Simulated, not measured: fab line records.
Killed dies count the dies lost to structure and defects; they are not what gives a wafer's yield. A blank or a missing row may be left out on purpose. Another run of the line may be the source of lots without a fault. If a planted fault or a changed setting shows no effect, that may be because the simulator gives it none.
Which tool is to blame? -- flow gf180mcu -- 15 lots, 45 wafers sampled, at 1 step of a route of 602

## WHAT EACH GAUGE READ, for each wafer
The record lacks any reading of a measuring or inspecting step that a usual standard deviation could be used to judge.

## WHAT TOOL EACH LOT RAN ON (gives the tool, then ch and the chambers of the sampled wafers, and finally the start)
lot,GF_SALICIDE_RTA_08
L547,"rtp-anneal-01 ch 0, day 14 23:21"
L548,"rtp-anneal-01 ch 0, day 15 14:34"
L549,"rtp-anneal-02 ch 0, day 15 22:39"
L551,"rtp-anneal-01, day 16 13:14"
L552,"rtp-anneal-02, day 16 22:39"
L553,"rtp-anneal-02, day 17 08:06"
L554,"rtp-anneal-02 ch 0, day 17 19:32"
L559,"rtp-anneal-02 ch 0, day 19 11:50"
L560,"rtp-anneal-01 ch 0, day 20 03:47"
L561,"rtp-anneal-02 ch 0, day 20 12:10"
L562,"rtp-anneal-02 ch 0, day 20 17:08"
L563,"rtp-anneal-02 ch 0, day 20 23:49"
L564,"rtp-anneal-02 ch 0, day 21 06:09"
L565,"rtp-anneal-02 ch 0, day 21 11:53"
L566,"rtp-anneal-01 ch 0, day 21 23:47"
- GF_SALICIDE_RTA_08: time 30 s.

## AS READ BY THE TOOLS THEMSELVES (means over the sampled wafers that have a number; for cases with no such wafer, the mark the record gives instead)
GF_SALICIDE_RTA_08.
lot,tool,anneal-temp-c-max,chamber-o2-ppm,lamp-power-pct (%),wafer_temp_C_max
L547,rtp-anneal-01,803.2,1.997,18.5,805.5
L548,rtp-anneal-01,803.2,1.981,18.5,805.7
L549,rtp-anneal-02,803.3,2.017,16.1,805.1
L551,rtp-anneal-01,-,-,-,-
L552,rtp-anneal-02,-,-,-,-
L553,rtp-anneal-02,-,-,-,-
L554,rtp-anneal-02,802.8,2.011,16.1,803.6
L559,rtp-anneal-02,803.5,1.995,16.1,804.2
L560,rtp-anneal-01,802.6,2.010,18.5,806.1
L561,rtp-anneal-02,803.6,1.990,16.1,803.5
L562,rtp-anneal-02,803.8,1.965,16.1,803.1
L563,rtp-anneal-02,804.4,1.982,16.2,803.9
L564,rtp-anneal-02,803.7,1.997,16.1,803.6
L565,rtp-anneal-02,804.0,1.988,16.1,803.5
L566,rtp-anneal-01,802.6,1.996,18.4,805.4

## THE ANSWER, worked out from the rows above alone
Rule: the lots themselves supply what counts as usual. The widest of any qualifying gaps counts: lots, ordered by their means at a reading, are off when they make up no more than a third of the lots, leave a main group of 4 or more, and stand apart from it by 3 or more times the standard deviation of that group's means. Not used: any main group whose means are identical at the precision the tables above print for the reading. Also off: a lot with no number at a reading for which 4 or more lots have one. Any other lot the step has rows for is counted as sound. After the gauges, taken in route order, come the tools' own readings; for these a lot's mean is taken, as printed above. The first step at which some lot is off is used, and at that step the reading that is off furthest; a lot without a number counts as furthest.
Off: L551, L552, L553 (GF_SALICIDE_RTA_08, anneal-temp-c-max). Without a number there: L551, L552, L553. For the main group the mean is 803.4 and the standard deviation 0.53.
If a tool, at that step or one of the process steps before it, ran each lot that is off and ran no sound lot following the first of them, it fits. Of those tried, none fits.

## WHAT THE SIMULATOR HAD INSERTED
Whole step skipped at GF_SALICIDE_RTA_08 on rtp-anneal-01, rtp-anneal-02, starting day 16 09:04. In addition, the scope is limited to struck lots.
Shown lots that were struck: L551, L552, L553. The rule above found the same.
